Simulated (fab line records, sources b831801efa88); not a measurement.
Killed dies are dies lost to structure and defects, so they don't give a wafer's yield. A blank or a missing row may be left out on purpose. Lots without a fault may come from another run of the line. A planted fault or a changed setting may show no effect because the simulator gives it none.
fab line records | flow sky130
record lots=7 wafers=20 last_day=49
route steps=708 shown METAL1@454 VIA1@458 PAD_OPEN@708
lots that met no fault: from a run of the same line without faults
start_h: hours from the record's first day to the start of the lot's first wafer shown | wait_h: hours since the lot's step before | " the same as in the row above | L1.1+2: a row that stands for several wafers | - no value, or no start given | * or withheld: withheld | < > ~ a bound
route shown NAME@n: a module of which the file shows steps, and the number in the route of the first | usual: mean/standard deviation of fault-free wafers | same: alike in all rows | chamber/n: place in a boat | sites: the reading at each site | _std_site: their standard deviation | _edge_site: outer sites' mean less inner sites' | radius_mm: how far each site lies from the wafer's centre | mask NAME#n: copy n | behind: the tool/chamber that last shaped the wafer | hold: why the lot was held/for how many hours/how that ended | device: the transistor (n, p or np) that didn't switch | end of line: the same wafers' tests at the end of the route | a step without rows: its recipe alone | killed: dies lost to structure and defects at the first sort, not the wafer's yield | map: a wafer's dies, x killed, . not, _ none there
set.NAME: the setting as run; set.NAME@STEP: as run at that earlier step | model.NAME: the simulator's own value behind a step, which no gauge read
lots at some steps of the route; a table a step, a row a wafer
services: from which hour (start_h, from the record's first day; less than 0 if before it) a tool's chamber was out of use, for how many hours, and why
## steps
# step SKY_METAL1_STRIP_20
# recipe chemistry=O2/N2 power_w=1400 pressure_mtorr=1500 platen_temp_c=withheld o2_flow_sccm=3000 n2_flow_sccm=300 overash_fraction=0.5
# usual drypump_motor_current_A=5.9/0.49 oes_product_au=0.343/0.0045 strip_time_to_endpoint_s=2.689/0.025
# columns lot.wafer tool chamber start_h wait_h drypump_motor_current_A oes_product_au rf_hours_counter_h strip_time_to_endpoint_s
L380.2 plasma_asher-04 1 732.09 0.1 5.1 0.348 30 2.688
L380.3 " 1 " " 5.1 0.339 - 2.674
L380.5 " 1 " " 5.1 0.348 - 2.668
L381.1 plasma_asher-02 0 767.76 0.1 6.4 0.348 95 2.673
L381.5 " 0 " " 6.4 0.337 - 2.666
L381.6 " 1 " " 6.3 0.346 - 2.685
L382.1 plasma_asher-02 0 783.30 0.1 6.4 0.343 96 2.683
L382.4 " 0 " " 6.4 0.343 - 2.706
L382.5 " 0 " " 6.4 0.347 - 2.699
L383.2 plasma_asher-04 0 802.45 0.1 6.3 0.345 37 2.688
L383.3 " 0 " " 6.3 0.344 - 2.705
L383.6 " 1 " " 5.0 0.340 - 2.703
L384.1 plasma_asher-02 1 804.00 0.1 6.3 0.351 98 2.739
L384.3 " 1 " " 6.3 0.350 - 2.729
L393.1 plasma_asher-02 1 902.60 0.1 6.3 0.342 108 2.679
L393.4 " 1 " " 6.3 0.337 - 2.701
L393.5 " 1 " " 6.3 0.340 - 2.689
L397.1 plasma_asher-02 1 910.45 0.1 6.3 0.348 108 2.675
L397.5 " 0 " " 6.4 0.339 - 2.701
L397.6 " 1 " " 6.3 0.347 - 2.697
# step SKY_METAL1_STRIP_21
# recipe chemistry=post_etch_residue_remover time_s=1200 temp_c=72.5
# step SKY_METAL1_CLEAN_22
# recipe chemistry=IPA time_s=180 temp_c=25
# step SKY_METAL1_CLEAN_23
# recipe chemistry=O3/DIW dry=n2_spin
# step SKY_VIA1_HDPCVD_00
# recipe material=SiO2 target_thk_nm=1030 sigma_open_frac=0.3 time_s=171.7 temp_c=400 sih4_flow_sccm=60 pressure_mtorr=6
# step SKY_VIA1_THK_MEAS_01
# recipe reads=SiO2_of_VIA1_HDPCVD_00
# usual VIA1_HDPCVD_THK=1028/10
# columns lot.wafer tool chamber start_h wait_h VIA1_HDPCVD_THK[nm]
L380.2 film_metro-04 - 732.80 0.1 1048
L380.3 " - " " 1045
L380.5 " - " " 1048
L381.1 film_metro-03 - 768.59 0.1 1037
L381.5 " - " " 1024
L381.6 " - " " 1026
L382.1 film_metro-03 - 784.01 0.1 1030
L382.4 " - " " 1020
L382.5 " - " " 1031
L383.2 film_metro-02 - 803.16 0.1 1042
L383.3 " - " " 1014
L383.6 " - " " 1017
L384.1 film_metro-02 - 804.71 0.1 1030
L384.3 " - " " 1029
L393.1 film_metro-03 - 903.31 0.1 1037
L393.4 " - " " 1022
L393.5 " - " " 1035
L397.1 film_metro-02 - 911.15 0.1 1028
L397.5 " - " " 1028
L397.6 " - " " 1027
# step SKY_VIA1_CMP_02
# recipe material=SiO2 down_force_psi=4 platen_rpm=60 pad_velocity_m_s=0.94248
# usual motor_current_A=12.0/1.1
# columns lot.wafer tool chamber start_h wait_h motor_current_A
L380.3 cmp-02 3 732.95 0.1 12.9
L380.2 " 0 " " 11.9
L380.5 " 1 " " 10.7
L381.1 cmp-01 2 768.70 0.1 12.5
L381.6 " 1 " " 12.1
L381.5 " 2 " " 11.8
L382.1 cmp-02 3 784.12 0.1 12.9
L382.4 " 1 " " 11.0
L382.5 " 3 " " 13.1
L383.3 cmp-02 2 803.21 0.0 13.7
L383.2 " 3 " " 12.7
L383.6 " 3 " " 12.8
L384.1 cmp-01 2 804.77 0.1 12.0
L384.3 " 1 " " 12.3
L393.4 cmp-01 0 903.42 0.1 9.9
L393.1 " 2 " " 12.5
L393.5 " 0 " " 10.4
L397.1 cmp-02 2 911.21 0.1 13.8
L397.6 " 2 " " 13.1
L397.5 " 3 " " 12.6
# step SKY_VIA1_BOW_MEAS_03
# recipe mode=bow
# usual VIA1_BOW=79/7.6
# columns lot.wafer tool chamber start_h wait_h VIA1_BOW[um]
L380.2 film_metro-04 - 733.17 0.1 89
L380.3 " - " " 70
L380.5 " - " " 84
L381.1 film_metro-03 - 768.95 0.2 86
L381.5 " - " " 76
L381.6 " - " " 86
L382.1 film_metro-03 - 784.37 0.2 66
L382.4 " - " " 73
L382.5 " - " " 83
L383.2 film_metro-02 - 803.53 0.2 71
L383.3 " - " " 68
L383.6 " - " " 72
L384.1 film_metro-04 - 805.07 0.2 74
L384.3 " - " " 87
L393.1 film_metro-02 - 903.67 0.1 88
L393.4 " - " " 90
L393.5 " - " " 74
L397.1 film_metro-02 - 911.53 0.3 75
L397.5 " - " " 64
L397.6 " - " " 78
# step SKY_VIA1_DEHYDRATE_04
# recipe temp_c=200 time_s=60
# step SKY_VIA1_HMDS_05
# recipe prime_time_s=60 prime_temp_c=120
# step SKY_VIA1_COAT_06
# recipe resist=BARC temp_c=withheld time_s=withheld spin_rpm=3000 resist_thk_nm=60
# step SKY_VIA1_COAT_07
# recipe resist=KrF-thick spin_rpm=3000 resist_thk_nm=450
# step SKY_VIA1_SOFTBAKE_08
# recipe temp_c=100 time_s=90 resist=KrF-thick
# usual run_length_s=119.29/0.23
# columns lot.wafer tool chamber start_h wait_h run_length_s
L380.2 litho_track-02 0 747 - 119.10
L380.3 " 0 " " 119.43
L380.5 " 0 " " 119.08
L381.1 litho_track-02 0 780 - 119.27
L381.5 " 0 " " 119.11
L381.6 " 0 " " 119.09
L382.1 litho_track-02 0 796 - 137.55
L382.4 " 0 " " 119.10
L382.5 " 0 " " 119.38
L383.2 litho_track-02 0 815 - 137.55
L383.3 " 0 " " 119.16
L383.6 " 0 " " 119.21
L384.1 litho_track-02 0 818 - 137.49
L384.3 " 0 " " 119.06
L393.1 litho_track-01 0 917 - 119.54
L393.4 " 0 " " 119.81
L393.5 " 0 " " 119.51
L397.1 litho_track-04 0 923 - 119.05
L397.5 " 0 " " 119.20
L397.6 " 0 " " 119.02
# step SKY_VIA1_EXPOSE_09
# recipe mask_id=VIM na=0.8 source_shape=annular sigma_inner=0.55 sigma_outer=0.85 target_cd_nm=150 dose_mj=38
# step SKY_PAD_OPEN_PROBE_99
# usual defect_limited_yield=82.5/1.8 killed_at_M0_to_M3=43/6.6 killed_at_M4_up=3.2/1.8 killed_at_contacts=24/5 killed_at_front_end=15/4.5 killed_at_other=0.2/0.46 killed_dies=86/8.8 killed_open=48/6.6 killed_short=38/6.1 sort_bin_3_pad_short=0.8/0.42 sort_bin_5_function=10.4/1.4 sort_bin_6_memory=6.3/1 sort_n_pass=406/8.8 sort_yield_pct=82.5/1.8
# same gross_dies=492 killed_at_back_side=0 sort_bin_4_leakage[%]=0 sort_bin_8_speed[%]=0
# columns lot.wafer tool chamber start_h wait_h defect_limited_yield[%] killed_at_M0_to_M3 killed_at_M4_up killed_at_contacts killed_at_front_end killed_at_other killed_dies killed_open killed_short sort_bin_3_pad_short[%] sort_bin_5_function[%] sort_bin_6_memory[%] sort_n_pass sort_yield_pct[%]
L380.2 prober-02 - 1050.78 0.1 79.3 46 3 33 20 0 102 53 49 1.4 12.4 6.9 390 79.3
L380.3 prober-02 - 1050.83 0.2 80.3 47 4 35 11 0 97 58 39 1.2 11.0 7.5 395 80.3
L380.5 prober-02 - 1050.93 0.2 78.7 60 2 23 19 1 105 49 56 0.6 11.8 8.9 387 78.7
L381.1 prober-01 - 1071.77 0.1 81.5 44 1 26 19 1 91 50 41 0.4 11.0 7.1 401 81.5
L381.5 prober-01 - 1071.97 0.2 80.1 49 5 28 16 0 98 54 44 0.6 12.0 7.3 394 80.1
L381.6 prober-01 - 1072.02 0.2 85.8 33 4 24 9 0 70 44 26 0.2 9.3 4.7 422 85.8
L383.2 prober-01 - 1106.09 0.1 84.1 37 3 27 11 0 78 43 35 1.0 9.6 5.3 414 84.1
L383.3 prober-01 - 1106.14 0.2 84.1 42 2 16 18 0 78 39 39 0 9.1 6.7 414 84.1
L383.6 prober-01 - 1106.29 0.2 82.5 46 0 28 12 0 86 43 43 0.8 11.4 5.3 406 82.5
L384.1 prober-02 - 1107.70 0.1 82.1 56 2 21 9 0 88 49 39 1.4 10.0 6.5 404 82.1
L393.1 prober-01 - 1178.48 0.1 81.3 50 3 19 20 0 92 45 47 0.8 12.4 5.5 400 81.3
L393.4 prober-01 - 1178.63 0.2 83.9 41 3 20 15 0 79 49 30 0 10.6 5.5 413 83.9
L393.5 prober-01 - 1178.68 0.2 82.7 43 2 22 18 0 85 52 33 0.6 8.7 7.9 407 82.7
# killed by level:class
L380.2 CONTACT:geometric_particle:open=10 VIA1:geometric_particle:open=9 VIA3:geometric_particle:open=9 LOCAL_INTERCONNECT:geometric_particle:short=8 FIELD_ISO:geometric_particle:short=7 VIA2:geometric_particle:short=6 LI_CONTACT:geometric_particle:open=5 CONTACT:geometric_particle:short=5
L380.3 CONTACT:geometric_particle:open=16 VIA3:geometric_particle:open=9 METAL2:geometric_particle:short=7 LI_CONTACT:geometric_particle:open=7 VIA1:geometric_particle:open=7 METAL1:geometric_particle:short=6 VIA2:geometric_particle:open=6 FIELD_ISO:geometric_particle:open=4
L380.5 CONTACT:geometric_particle:open=13 VIA1:geometric_particle:open=11 METAL1:geometric_particle:short=11 FIELD_ISO:geometric_particle:short=9 VIA3:geometric_particle:open=9 VIA1:geometric_particle:short=9 CONTACT:geometric_particle:short=5 METAL2:geometric_particle:short=5
L381.1 CONTACT:geometric_particle:open=11 VIA1:geometric_particle:open=10 METAL2:geometric_particle:short=8 FIELD_ISO:geometric_particle:open=7 VIA1:geometric_particle:short=6 LI_CONTACT:geometric_particle:short=5 LI_CONTACT:geometric_particle:open=5 VIA3:geometric_particle:open=5
L381.5 VIA1:geometric_particle:open=13 CONTACT:geometric_particle:open=10 METAL2:geometric_particle:short=10 CONTACT:geometric_particle:short=7 POLY_GATE:geometric_particle:open=6 VIA2:geometric_particle:open=6 FIELD_ISO:geometric_particle:open=5 LI_CONTACT:geometric_particle:open=5
L381.6 VIA1:geometric_particle:open=9 LI_CONTACT:geometric_particle:open=8 VIA3:geometric_particle:open=6 CONTACT:geometric_particle:open=5 CONTACT:geometric_particle:short=5 VIA2:geometric_particle:open=5 FIELD_ISO:geometric_particle:open=3 LI_CONTACT:geometric_particle:short=3
L383.2 CONTACT:geometric_particle:open=9 VIA1:geometric_particle:open=9 LI_CONTACT:geometric_particle:open=8 METAL2:geometric_particle:short=5 VIA2:geometric_particle:short=5 VIA2:geometric_particle:open=5 METAL1:geometric_particle:short=4 POLY_GATE:geometric_particle:short=3
L383.3 VIA1:geometric_particle:open=8 VIA1:geometric_particle:short=6 VIA3:geometric_particle:open=6 FIELD_ISO:geometric_particle:open=5 VIA3:geometric_particle:short=5 LI_CONTACT:geometric_particle:open=4 CONTACT:geometric_particle:open=4 METAL1:geometric_particle:short=4
L383.6 VIA1:geometric_particle:open=14 VIA1:geometric_particle:short=11 CONTACT:geometric_particle:open=10 VIA2:geometric_particle:open=9 LI_CONTACT:geometric_particle:short=5 LI_CONTACT:geometric_particle:open=5 LOCAL_INTERCONNECT:geometric_particle:short=5 FIELD_ISO:geometric_particle:short=4
L384.1 VIA1:geometric_particle:open=18 VIA3:geometric_particle:open=8 VIA1:geometric_particle:short=8 CONTACT:geometric_particle:open=7 POLY_GATE:geometric_particle:short=5 CONTACT:geometric_particle:short=5 LI_CONTACT:geometric_particle:open=4 METAL2:geometric_particle:short=4
L393.1 LI_CONTACT:geometric_particle:open=9 FIELD_ISO:geometric_particle:short=7 METAL2:geometric_particle:short=7 VIA3:geometric_particle:open=7 VIA1:geometric_particle:open=6 FIELD_ISO:geometric_particle:open=5 METAL3:geometric_particle:short=5 CONTACT:geometric_particle:open=5
L393.4 VIA3:geometric_particle:open=9 VIA2:geometric_particle:open=7 CONTACT:geometric_particle:open=7 LI_CONTACT:geometric_particle:open=6 POLY_GATE:geometric_particle:open=4 POLY_GATE:geometric_particle:short=4 METAL1:geometric_particle:open=4 METAL1:geometric_particle:short=4
L393.5 VIA1:geometric_particle:open=12 VIA3:geometric_particle:open=10 POLY_GATE:geometric_particle:open=6 LI_CONTACT:geometric_particle:short=6 LI_CONTACT:geometric_particle:open=5 METAL1:geometric_particle:short=5 CONTACT:geometric_particle:open=5 CONTACT:geometric_particle:short=5
## services
# columns tool chamber start_h hours kind
cmp-02 - 713.51 1.7 repair
cmp-02 - 718.87 1.0 repair
cmp-01 - 744.16 4.0 pm
cmp-01 - 748.16 - consumable_replace:conditioner
cmp-01 - 748.16 - consumable_replace:pad
cmp-02 - 763.09 6.6 pm
cmp-01 - 807.91 5.2 repair
cmp-02 - 816.19 2.3 repair
plasma_asher-04 - 835.60 14.6 pm
plasma_asher-02 - 835.97 7.1 repair
cmp-02 - 893.04 1.4 repair
cmp-02 - 902.98 0.9 repair
cmp-02 - 912.00 4.0 pm
cmp-02 - 916.00 - consumable_replace:conditioner
cmp-02 - 916.00 - consumable_replace:pad
cmp-02 - 916.54 2.3 repair
plasma_asher-04 - 916.72 0.7 repair
## key
first_sign step=SKY_VIA1_SOFTBAKE_08 reading=run_length_s direction=up sigmas=81 usual=* struck=*
effect none on later readings
met_at SKY_VIA1_SOFTBAKE_08
struck_wafers L382.1,L383.2,L384.1
onset_between 780 796
fault kind=process_parameter_drift tool=litho_track-02 chamber=- onset_h=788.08 steps=SKY_VIA1_SOFTBAKE_08 channel=time_s offset=* shape=step end_h=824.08 scope=struck_wafers_only acts_in=* stated=*
